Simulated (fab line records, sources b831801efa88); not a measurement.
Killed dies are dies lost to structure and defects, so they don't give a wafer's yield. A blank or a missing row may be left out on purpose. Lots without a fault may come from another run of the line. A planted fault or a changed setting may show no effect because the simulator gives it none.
Which tool did it? | flow gf180mcu | 13 lots, 39 wafers sampled, at 3 steps of a route of 602

WHAT THE GAUGES READ, wafer by wafer
GF_VT_IMPLANT_TW_MEAS_32. Usual: VT_IMPLANT_3_TW 267.1, standard deviation 2.3.
lot  | measured     | on            | VT_IMPLANT_3_TW   | flag
L527 | day 6 22:10  | film_metro-03 | 266.8 268.9 268.1 |
L528 | day 7 01:36  | film_metro-04 | 263.7 261.9 263.7 |
L530 | day 7 16:22  | film_metro-01 | 269.0 268.5 267.7 |
L531 | day 7 20:55  | film_metro-01 | 270.4 269.6 270.2 |
L537 | day 9 11:50  | film_metro-01 | 269.2 268.1 269.0 |
L539 | day 10 00:47 | film_metro-03 | 298.6 301.3 299.5 | OFF
L540 | day 10 07:40 | film_metro-04 | 296.3 295.4 296.2 | OFF
L541 | day 10 19:53 | film_metro-04 | 297.5 295.7 297.0 | OFF
L543 | day 11 05:46 | film_metro-01 | 270.5 270.8 268.3 |
L545 | day 11 19:33 | film_metro-04 | 264.7 264.6 263.8 |
L546 | day 12 01:40 | film_metro-04 | 264.2 264.6 265.2 |
L549 | day 12 19:08 | film_metro-03 | 268.8 268.9 270.2 |
L550 | day 13 04:02 | film_metro-01 | 268.3 270.2 269.6 |

GF_V1_THK_MEAS_01. Usual: V1_CVD_00_THK 603 nm, standard deviation 6.
lot  | measured     | on            | V1_CVD_00_THK (nm) | flag
L527 | day 17 11:29 | film_metro-03 | 606 591 599        |
L528 | day 17 09:46 | film_metro-03 | 594 599 599        |
L530 | day 18 12:10 | film_metro-03 | 601 600 605        |
L531 | day 18 18:44 | film_metro-02 | 618 612 618        |
L537 | day 20 19:56 | film_metro-02 | 600 594 601        |
L539 | day 21 09:57 | film_metro-02 | 609 602 605        |
L540 | day 21 18:10 | film_metro-03 | 599 604 598        |
L541 | day 22 12:51 | film_metro-01 | 602 605 606        |
L543 | day 23 03:08 | film_metro-03 | 591 600 597        |
L545 | day 23 15:18 | film_metro-02 | 600 605 605        |
L546 | day 24 01:38 | film_metro-03 | 608 604 602        |
L549 | day 24 22:53 | film_metro-01 | 592 591 601        |
L550 | day 25 05:14 | film_metro-02 | 605 601 600        |

WHICH TOOL RAN EACH LOT (tool, then ch and the chambers of the sampled wafers, then the start)
lot  | GF_VT_IMPLANT_IMPLANT_30
L527 | implanter-01 ch 0, day 6 21:55
L528 | implanter-04 ch 0, day 7 01:24
L530 | implanter-04 ch 0, day 7 16:07
L531 | implanter-03 ch 0, day 7 20:40
L537 | implanter-01 ch 0, day 9 11:36
L539 | implanter-01 ch 0, day 10 00:33
L540 | implanter-01 ch 0, day 10 07:26
L541 | implanter-01 ch 0, day 10 19:39
L543 | implanter-03 ch 0, day 11 05:31
L545 | implanter-04 ch 0, day 11 19:18
L546 | implanter-04 ch 0, day 12 01:25
L549 | implanter-04 ch 0, day 12 18:55
L550 | implanter-04 ch 0, day 13 03:50
- GF_VT_IMPLANT_IMPLANT_30

WHAT THE TOOLS THEMSELVES READ (means of the sampled wafers that have a number; where no wafer has one, the mark that the record gives instead)
GF_VT_IMPLANT_IMPLANT_30. Usual: dose_ions_cm2 2.5341e+12, standard deviation 2.7e+09; faraday_current_uA 14.28, standard deviation 0.26.
lot  | tool         | dose_ions_cm2 | faraday_current_uA | flag
L527 | implanter-01 | 2.5377e+12    | 14.20              |
L528 | implanter-04 | 2.5344e+12    | 14.28              |
L530 | implanter-04 | 2.5335e+12    | 14.44              |
L531 | implanter-03 | 2.5345e+12    | 14.27              |
L537 | implanter-01 | 2.5353e+12    | 14.21              |
L539 | implanter-01 | 3.7664e+12    | 20.93              | OFF
L540 | implanter-01 | 3.7644e+12    | 21.68              | OFF
L541 | implanter-01 | 3.7641e+12    | 21.07              | OFF
L543 | implanter-03 | 2.5320e+12    | 14.40              |
L545 | implanter-04 | 2.5312e+12    | 14.45              |
L546 | implanter-04 | 2.5334e+12    | 14.21              |
L549 | implanter-04 | 2.5335e+12    | 14.31              |
L550 | implanter-04 | 2.5359e+12    | 14.27              |

THE ANSWER, worked out from the rows above alone
Rule: a lot is off if the mean of its wafers that have a number lies more than 3 standard deviations from the usual mean. A lot without any number at a reading at which 4 lots or more have one is off too. The other lots that the step has rows for count as sound. The gauges are gone through in route order, then the tools' own readings, and for those a lot's mean is taken as printed above. The first step at which some lot is off is used, and at that step the reading that is off furthest; a lot without a number counts as furthest.
Off: L539, L540, L541, at GF_VT_IMPLANT_TW_MEAS_32 (VT_IMPLANT_3_TW).
A tool fits if, at a process step before that reading, it ran every lot that is off, and no sound lot after the first of them. The gauges at GF_VT_IMPLANT_TW_MEAS_32 aren't tried: what is off there is off at GF_VT_IMPLANT_IMPLANT_30 too, on other tools, and a gauge's error can't cause that. One fits: implanter-01 at GF_VT_IMPLANT_IMPLANT_30. Its last sound lot is L537 (day 9 11:36), its first lot that is off L539 (day 10 00:33): a fault that began between those two fits.
The tool's own readings at GF_VT_IMPLANT_IMPLANT_30 bear it out: on the lots that are off they differ by more than 5 times the standard deviation of the sound lots' means. dose_ions_cm2 reads 3.7650e+12 there against 2.5341e+12 on the sound lots; faraday_current_uA reads 21.23 there against 14.30 on the sound lots.

WHAT THE SIMULATOR HAD PUT IN
Process parameter drift: implanter-01, from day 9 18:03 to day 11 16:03, at GF_VT_IMPLANT_IMPLANT_30. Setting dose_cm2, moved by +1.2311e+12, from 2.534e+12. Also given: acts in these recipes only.
Lots struck among those shown: L539, L540, L541. The rule above found the same.
